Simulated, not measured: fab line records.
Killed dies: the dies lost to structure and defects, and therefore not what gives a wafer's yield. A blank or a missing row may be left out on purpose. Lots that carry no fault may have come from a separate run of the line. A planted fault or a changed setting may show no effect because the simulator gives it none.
Matching of chambers :: flow sfqLine :: cmp-01 running SFQ_TRILAYER_I1_CMP_CMP_046: 4 sister chambers
The step polishes SiO2. 8 wafers are shown with their chamber, then 7 later ones without.

WAFERS PAIRED WITH THEIR CHAMBERS
wafer: L747.1
chamber: 1
motorCurrentA (A): 10.1
timeToEndpointS (s): 202

wafer: L747.5
chamber: 0
motorCurrentA (A): 9.8
timeToEndpointS (s): 215

wafer: L747.6
chamber: 1
motorCurrentA (A): 10.1
timeToEndpointS (s): 212

wafer: L749.3
chamber: 3
motorCurrentA (A): 10.0
timeToEndpointS (s): 216

wafer: L749.4
chamber: 2
motorCurrentA (A): 11.3
timeToEndpointS (s): 227

wafer: L749.5
chamber: 0
motorCurrentA (A): 9.7
timeToEndpointS (s): 218

wafer: L750.1
chamber: 3
motorCurrentA (A): 9.6
timeToEndpointS (s): 206

wafer: L750.2
chamber: 2
motorCurrentA (A): 11.8
timeToEndpointS (s): 210

WAFERS WHOSE CHAMBER IS MISSING
wafer: L750.6
motorCurrentA (A): 10.6
timeToEndpointS (s): 208

wafer: L753.2
motorCurrentA (A): 10.0
timeToEndpointS (s): 208

wafer: L753.1
motorCurrentA (A): 9.8
timeToEndpointS (s): 211

wafer: L753.6
motorCurrentA (A): 10.0
timeToEndpointS (s): 219

wafer: L754.1
motorCurrentA (A): 9.9
timeToEndpointS (s): 210

wafer: L754.2
motorCurrentA (A): 10.0
timeToEndpointS (s): 213

wafer: L754.6
motorCurrentA (A): 10.0
timeToEndpointS (s): 220

EACH ONE'S CHAMBER
wafer: L750.6
from the rows above: can't be placed: 1 or 3 or 0
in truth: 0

wafer: L753.2
from the rows above: can't be placed: 1 or 3 or 0
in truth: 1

wafer: L753.1
from the rows above: can't be placed: 3 or 0 or 1
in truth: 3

wafer: L753.6
from the rows above: can't be placed: 0 or 3 or 1
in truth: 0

wafer: L754.1
from the rows above: can't be placed: 3 or 1 or 0
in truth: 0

wafer: L754.2
from the rows above: can't be placed: 1 or 3 or 0
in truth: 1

wafer: L754.6
from the rows above: can't be placed: 0 or 3 or 1
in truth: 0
0 of 7 placed correctly. Cannot be placed on the basis of these rows: 7; the candidates contain the true chamber in 7. Placed wrongly: 0.
How it was worked out, from the rows above alone: a wafer's distance from a chamber is the root of the sum, over the readings, of the square of ((its reading less the chamber's mean) divided by the reading's scatter). If the next closest chamber is less than 2 further off than the closest, the wafer can't be placed; otherwise it belongs to the closest. For every chamber, the mean is computed from those of its wafers that are shown. How the scatter is found: for the shown wafers, subtract from each reading the mean of its chamber, square and add these, divide the total by (wafers less chambers), then take the root.
